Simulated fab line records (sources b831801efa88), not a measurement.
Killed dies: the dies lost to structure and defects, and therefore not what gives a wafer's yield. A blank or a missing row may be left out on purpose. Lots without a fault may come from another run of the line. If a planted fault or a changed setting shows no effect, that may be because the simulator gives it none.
The tool behind it: which one? | flow sky130 | 42 wafers from 14 lots sampled at 4 of the route's 708 steps

== WHAT THE GAUGES SHOWED, per wafer ==
SKY_FIELD_ISO_CD_MEAS_13: target cd 150 nm. Usual: cdNm 149.2 nm, standard deviation 1.4.
lot  | measured    | on       | cdNm (nm)         | flag
L940 | day 2 04:50 | cdSem-02 | 148.8 148.0 149.9 | 
L941 | day 2 09:25 | cdSem-02 | 149.0 149.5 149.6 | 
L943 | day 2 18:17 | cdSem-01 | 147.8 149.1 147.8 | 
L945 | day 3 07:23 | cdSem-01 | 150.2 147.4 149.0 | 
L944 | day 3 07:56 | cdSem-01 | 149.6 148.7 149.9 | 
L947 | day 3 17:11 | cdSem-01 | 150.7 149.5 149.9 | 
L948 | day 4 01:39 | cdSem-02 | 150.8 150.2 151.6 | 
L950 | day 4 13:28 | cdSem-01 | 151.4 150.3 150.3 | 
L951 | day 4 13:43 | cdSem-02 | 147.3 148.1 148.0 | 
L952 | day 4 22:23 | cdSem-01 | 148.5 148.8 147.5 | 
L955 | day 5 09:11 | cdSem-02 | 150.2 149.1 149.6 | 
L957 | day 5 22:40 | cdSem-01 | 147.4 148.3 149.7 | 
L962 | day 6 22:43 | cdSem-01 | 151.6 150.3 150.5 | 
L963 | day 7 04:05 | cdSem-02 | 147.7 148.3 147.6 | 

SKY_FIELD_ISO_THK_MEAS_23. Usual: for FIELD_ISO_OXIDATION_01_THK the level is 9.91 nm and the standard deviation is 0.17.
lot  | measured    | on           | FIELD_ISO_OXIDATION_01_THK (nm) | flag
L940 | day 2 08:20 | filmMetro-04 | 9.91 9.89 9.73                  | 
L941 | day 2 20:58 | filmMetro-02 | 9.88 9.99 10.04                 | 
L943 | day 2 20:59 | filmMetro-03 | 9.85 9.66 9.81                  | 
L945 | day 3 15:05 | filmMetro-02 | 9.91 9.94 9.93                  | 
L944 | day 3 15:05 | filmMetro-03 | 9.95 9.76 9.95                  | 
L947 | day 3 22:09 | filmMetro-04 | 9.93 9.83 9.86                  | 
L948 | day 4 06:34 | filmMetro-04 | 9.77 9.84 9.86                  | 
L950 | day 4 17:56 | filmMetro-03 | 9.84 9.81 9.80                  | 
L951 | day 4 17:56 | filmMetro-02 | 9.88 9.85 9.86                  | 
L952 | day 5 06:34 | filmMetro-03 | 10.36 10.33 10.29               | 
L955 | day 5 17:02 | filmMetro-03 | 9.85 9.65 9.70                  | 
L957 | day 6 00:53 | filmMetro-02 | 9.96 9.98 10.04                 | 
L962 | day 7 00:50 | filmMetro-02 | 9.89 9.96 9.88                  | 
L963 | day 7 07:51 | filmMetro-03 | 10.15 10.14 10.17               | 

SKY_SD_N_CD_MEAS_07: target cd 380 nm. Usual: cdNm 380.2 nm, standard deviation 2.1.
lot  | measured     | on       | cdNm (nm)         | flag
L940 | day 28 08:17 | cdSem-01 | 379.3 379.7 379.3 | 
L941 | day 29 00:34 | cdSem-01 | 379.9 376.9 379.3 | 
L943 | day 29 13:14 | cdSem-01 | 377.5 380.1 379.9 | 
L945 | day 30 03:42 | cdSem-01 | 380.3 381.4 380.9 | 
L944 | day 30 03:24 | cdSem-02 | 375.2 376.1 378.2 | 
L947 | day 31 01:05 | cdSem-02 | 379.1 377.6 376.6 | 
L948 | day 31 12:52 | cdSem-02 | 377.6 376.3 377.9 | 
L950 | day 32 12:20 | cdSem-01 | 379.0 380.2 378.9 | 
L951 | day 32 13:52 | cdSem-01 | 377.1 375.7 380.9 | 
L952 | day 32 22:57 | cdSem-02 | 381.2 382.4 379.1 | 
L955 | day 33 07:17 | cdSem-02 | 473.1 381.0 379.2 | OFF
L957 | day 33 12:16 | cdSem-01 | 470.9 379.6 380.2 | OFF
L962 | day 34 21:23 | cdSem-01 | 382.6 383.7 382.5 | 
L963 | day 35 16:25 | cdSem-01 | 376.5 381.2 379.9 | 

== EACH LOT AND THE TOOL THAT RAN IT (in order: tool; ch and the chambers of the sampled wafers; start) ==
lot  | SKY_SD_N_COAT_02
L940 | lithoTrack-04 ch 0, day 27 17:49
L941 | lithoTrack-04 ch 0, day 28 10:01
L943 | lithoTrack-02 ch 0, day 28 23:05
L945 | lithoTrack-04 ch 0, day 29 13:52
L944 | lithoTrack-02 ch 0, day 29 13:32
L947 | lithoTrack-02 ch 0, day 30 11:44
L948 | lithoTrack-03 ch 0, day 30 22:31
L950 | lithoTrack-04 ch 0, day 31 22:56
L951 | lithoTrack-02 ch 0, day 31 23:52
L952 | lithoTrack-03 ch 0, day 32 08:44
L955 | lithoTrack-02 ch 0, day 32 17:50
L957 | lithoTrack-02 ch 0, day 32 23:13
L962 | lithoTrack-04 ch 0, day 34 08:14
L963 | lithoTrack-04 ch 0, day 35 03:22
- SKY_SD_N_COAT_02: resist thk 1140 nm.

== AS READ BY THE TOOLS THEMSELVES (means over the sampled wafers that have a number; for cases with no such wafer, the mark the record gives instead) ==
SKY_SD_N_COAT_02. Usual: dispensePressureKPa 49.5 kPa, standard deviation 2.6; exhaustPa 44.9 Pa, standard deviation 0.8.
lot  | tool          | dispensePressureKPa (kPa) | exhaustPa (Pa) | flag
L940 | lithoTrack-04 | 47.1                      | 45.7           | 
L941 | lithoTrack-04 | 47.1                      | 45.8           | 
L943 | lithoTrack-02 | 53.2                      | 44.9           | 
L945 | lithoTrack-04 | 47.1                      | 44.3           | 
L944 | lithoTrack-02 | 53.2                      | 44.9           | 
L947 | lithoTrack-02 | 53.2                      | 44.7           | 
L948 | lithoTrack-03 | 48.7                      | 45.1           | 
L950 | lithoTrack-04 | 47.2                      | 45.0           | 
L951 | lithoTrack-02 | 53.2                      | 45.4           | 
L952 | lithoTrack-03 | 48.7                      | 45.6           | 
L955 | lithoTrack-02 | 53.1                      | 44.8           | 
L957 | lithoTrack-02 | 53.2                      | 45.0           | 
L962 | lithoTrack-04 | 47.1                      | 44.0           | 
L963 | lithoTrack-04 | 47.2                      | 44.7           | 

== THE ANSWER, worked out from the rows above alone ==
Rule: a lot is off if the mean of its wafers that have a number lies more than 3 standard deviations from the usual mean. A lot without any number at a reading at which 4 lots or more have one is off too. All remaining lots with rows at the step are treated as sound. First the gauges in route order, then the tools' own readings, where a lot's mean is used as printed above. The first step at which some lot is off is used, and at that step the reading that is off furthest; a lot without a number counts as furthest.
Off, at SKY_SD_N_CD_MEAS_07 on cdNm: L955, L957.
If a tool, at a process step before that reading, ran all the lots that are off and no sound lot after the first of them, it fits. The gauges at SKY_SD_N_CD_MEAS_07 are tried like those tools. One fits: SKY_SD_N_COAT_02 on lithoTrack-02. A fault onset in the window from L951 (day 31 23:52, its last sound lot) to L955 (day 32 17:50, its first lot off) fits.

== WHAT THE SIMULATOR PUT IN ==
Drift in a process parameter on lithoTrack-02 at SKY_SD_N_COAT_02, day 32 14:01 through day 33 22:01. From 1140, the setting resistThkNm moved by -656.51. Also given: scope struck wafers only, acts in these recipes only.
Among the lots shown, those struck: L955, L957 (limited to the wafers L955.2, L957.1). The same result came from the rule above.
